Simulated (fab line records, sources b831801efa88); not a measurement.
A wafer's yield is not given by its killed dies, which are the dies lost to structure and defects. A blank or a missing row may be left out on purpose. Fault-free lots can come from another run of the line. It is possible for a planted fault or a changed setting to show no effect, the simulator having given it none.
Comparing a struck lot with a sound one	flow gf180mcu	43 out of 602 route steps
Sound: wafers L687.1, L687.2, L687.6. Wafers struck: L683.2, L683.3, L683.4. At the end, the cause is stated.
Per side, at each step with rows, come the tool, then ch with its chambers, and then its first start. Under that, the readings that differ: sound wafers	struck wafers	difference of the means	sigmas: that difference in standard deviations of wafers without a fault.
alike: a reading whose means differ by less than 2 such deviations, as well as words and numbers matching on both sides. not compared: withheld readings; readings where some wafer has no value; bounds like >300 that might hide an equal value; numbers whose values overlap and for which the record gives no deviation.
A row with sigmas, a row that says differs or no value, or rows on one side alone: a step with any of these is where the two part. Numbers that have no deviation but don't overlap get no sigmas and don't part them. A reading that every wafer of one side lacks parts them only if that side has two wafers or more.

first, 1 step without rows for these wafers: GF_LVPWELL_IMPLANT_09.
GF_LVPWELL_STRIP_10: strips in O2/N2.
  sound on plasma_asher-04 ch 0,1, day 8 01:34; struck on plasma_asher-04 ch 0,1, day 7 06:35
reading	sound	struck	difference	sigmas
strip_time_to_endpoint_s (s)	37.05 37.05 37.10	36.83 36.83 36.90	-0.21	-2
  alike: drypump_motor_current_A, heater_power_w, oes_product_au
  not compared: rf_hours_counter_h
GF_LVPWELL_TW_MEAS_11:
  sound: film_metro-04 at day 8 01:40; struck: film_metro-01 at day 7 06:41
  alike: LVPWELL_TW
then, 7 steps without rows for these wafers: GF_MVSD_DEHYDRATE_00 (time 60 s); GF_MVSD_HMDS_01 (prime time 60 s); GF_MVSD_COAT_02 (resist thk 3000 nm); GF_MVSD_SOFTBAKE_03; GF_MVSD_EXPOSE_04 (exposes mask MVSD, target cd 1000 nm); GF_MVSD_PEB_05; GF_MVSD_DEVELOP_06 (develop time 60 s).
GF_MVSD_OVL_MEAS_07:
  sound: overlay-02 at day 8 17:21; struck: overlay-01 at day 7 22:16
  alike: MVSD_OVL
next, for these wafers, 1 step has no rows: GF_MVSD_IMPLANT_08.
GF_MVSD_IMPLANT_09:
  struck on implanter-01, day 7 22:28; sound on implanter-01 ch 0, day 8 17:32
  no value came back on the struck wafers for beam_energy_keV, beam_on_s (s), faraday_current_uA; on the sound wafers beam_energy_keV reads 100.06 99.97 99.99
GF_MVSD_STRIP_10: strips in O2/N2.
  sound on plasma_asher-01 ch 0,1, day 8 17:41; struck on plasma_asher-01 ch 0,1, day 7 22:35
  alike: drypump_motor_current_A, heater_power_w, oes_product_au, strip_time_to_endpoint_s
  not compared: rf_hours_counter_h
GF_MVSD_TW_MEAS_11:
  sound: film_metro-04 at day 8 17:47; struck: film_metro-03 at day 7 22:42
reading	sound	struck	difference	sigmas
MVSD_TW	1586 1587 1596	1520 1525 1533	-64	-9
then, 7 steps without rows for these wafers: GF_MVPSD_DEHYDRATE_00 (time 60 s); GF_MVPSD_HMDS_01 (prime time 60 s); GF_MVPSD_COAT_02 (resist thk 3000 nm); GF_MVPSD_SOFTBAKE_03; GF_MVPSD_EXPOSE_04 (exposes mask MVPSD, target cd 1000 nm); GF_MVPSD_PEB_05; GF_MVPSD_DEVELOP_06 (develop time 60 s).
GF_MVPSD_OVL_MEAS_07:
  sound: overlay-02 at day 9 10:35; struck: overlay-02 at day 8 14:55
  alike: MVPSD_OVL
then, 2 steps without rows for these wafers: GF_MVPSD_IMPLANT_08; GF_MVPSD_IMPLANT_09.
GF_MVPSD_STRIP_10: strips in O2/N2.
  sound on plasma_asher-04 ch 0,1, day 9 10:55; struck on plasma_asher-03 ch 0,1, day 8 15:14
  alike: drypump_motor_current_A, heater_power_w, oes_product_au, strip_time_to_endpoint_s
  not compared: rf_hours_counter_h
GF_MVPSD_TW_MEAS_11:
  sound: film_metro-01 at day 9 11:01; struck: film_metro-04 at day 8 15:21
  alike: MVPSD_TW
then, 7 steps without rows for these wafers: GF_VT_IMPLANT_DEHYDRATE_00 (time 60 s); GF_VT_IMPLANT_HMDS_01 (prime time 60 s); GF_VT_IMPLANT_COAT_02 (resist thk 1000 nm); GF_VT_IMPLANT_SOFTBAKE_03 (time 60 s); GF_VT_IMPLANT_EXPOSE_04 (exposes mask LVPWELL LV AREA, target cd 600 nm); GF_VT_IMPLANT_PEB_05; GF_VT_IMPLANT_DEVELOP_06 (develop time 60 s).
GF_VT_IMPLANT_OVL_MEAS_07:
  sound: overlay-01 at day 10 04:20; struck: overlay-01 at day 9 08:01
  alike: VT_IMPLANT_OVL
next, for these wafers, 1 step has no rows: GF_VT_IMPLANT_IMPLANT_08.
GF_VT_IMPLANT_STRIP_09: strips in O2/N2.
  sound on plasma_asher-03 ch 0,1, day 10 04:31; struck on plasma_asher-03 ch 0,1, day 9 08:11
reading	sound	struck	difference	sigmas
strip_time_to_endpoint_s (s)	12.63 12.63 12.59	12.69 12.71 12.70	+0.08	+2
  alike: drypump_motor_current_A, heater_power_w, oes_product_au
  not compared: rf_hours_counter_h
GF_VT_IMPLANT_TW_MEAS_10:
  sound: film_metro-02 at day 10 04:37; struck: film_metro-03 at day 9 08:18
  alike: VT_IMPLANT_TW
then, 4 steps without rows for these wafers: GF_VT_IMPLANT_DEHYDRATE_11 (time 60 s); GF_VT_IMPLANT_HMDS_12 (prime time 60 s); GF_VT_IMPLANT_COAT_13 (resist thk 993.2 nm); GF_VT_IMPLANT_SOFTBAKE_14 (time 60 s).
-- the record jumps here: 2 days lie between the struck wafers' starts before and after --
GF_VT_IMPLANT_RS_MEAS_46: a four-point-probe measurement.
  sound: film_metro-04 at day 12 12:23; struck: film_metro-03 at day 11 13:01
reading	sound	struck	difference	sigmas
MVSD_RS (ohm/sq)	455.9 455.5 456.6	- - -	no value on the struck wafers	

== WHERE THEY PART ==
Last at GF_VT_IMPLANT_RS_MEAS_46 as far as this record goes, first at GF_LVPWELL_STRIP_10.

WHY: whatever the simulator had introduced
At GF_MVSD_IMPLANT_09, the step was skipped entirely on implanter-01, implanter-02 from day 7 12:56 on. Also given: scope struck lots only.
